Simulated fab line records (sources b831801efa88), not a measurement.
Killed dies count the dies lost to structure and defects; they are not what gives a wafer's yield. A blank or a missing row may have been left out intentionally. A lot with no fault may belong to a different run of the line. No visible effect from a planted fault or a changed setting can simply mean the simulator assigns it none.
What tool caused it? + flow gf180mcu + 12 lots with 36 wafers sampled at 2 steps, on a route of 602 steps

== WHAT THE GAUGES READ, wafer by wafer ==
GF_V3_THK_MEAS_01.
| lot  | measured     | on            | V3_CVD_00_THK (nm) |
|------|--------------|---------------|--------------------|
| L075 | day 22 09:56 | film metro-03 | 603 594 586        |
| L076 | day 22 21:53 | film metro-04 | 588 599 596        |
| L079 | day 23 15:47 | film metro-02 | 605 600 606        |
| L081 | day 24 05:58 | film metro-03 | 600 604 605        |
| L083 | day 25 02:02 | film metro-02 | 585 597 591        |
| L085 | day 25 11:32 | film metro-03 | 592 593 596        |
| L087 | day 25 21:29 | film metro-02 | 593 593 607        |
| L089 | day 26 14:47 | film metro-04 | 600 607 599        |
| L091 | day 27 01:52 | film metro-02 | 596 591 594        |
| L093 | day 27 18:12 | film metro-04 | 599 601 597        |
| L095 | day 28 11:55 | film metro-04 | 600 604 594        |
| L097 | day 28 18:57 | film metro-04 | 590 600 593        |

== EACH LOT AND THE TOOL THAT RAN IT (in order: tool; ch and the chambers of the sampled wafers; start) ==
| lot  | GF_V1_SPUTTER_22             |
|------|------------------------------|
| L075 | pvd sputter-03, day 19 05:11 |
| L076 | pvd sputter-03, day 19 18:07 |
| L079 | pvd sputter-04, day 20 12:23 |
| L081 | pvd sputter-04, day 21 04:13 |
| L083 | pvd sputter-04, day 22 01:09 |
| L085 | pvd sputter-03, day 22 12:43 |
| L087 | pvd sputter-03, day 22 23:32 |
| L089 | pvd sputter-04, day 23 17:28 |
| L091 | pvd sputter-04, day 24 05:23 |
| L093 | pvd sputter-01, day 24 22:59 |
| L095 | pvd sputter-01, day 25 17:35 |
| L097 | pvd sputter-01, day 26 01:47 |
- GF_V1_SPUTTER_22: material TiN, target thk 10 nm, time 40 s.

== THE ANSWER, worked out from the rows above alone ==
Rule: the lots themselves supply what counts as usual. Put in order of their means at a reading, lots are off if they are a third of the lots or fewer, leave a main group of 4 or more, and stand apart from it by a gap of 3 or more times the standard deviation of the main group's means; of several such gaps the widest counts. Not used: any main group whose means are identical at the precision the tables above print for the reading. A lot without any number at a reading at which 4 lots or more have one is off too. Where the step has rows for the other lots, those lots are counted as sound.
Across all readings shown, no lot is off: no conclusion can be drawn from this.

== WHAT THE SIMULATOR HAD PUT IN ==
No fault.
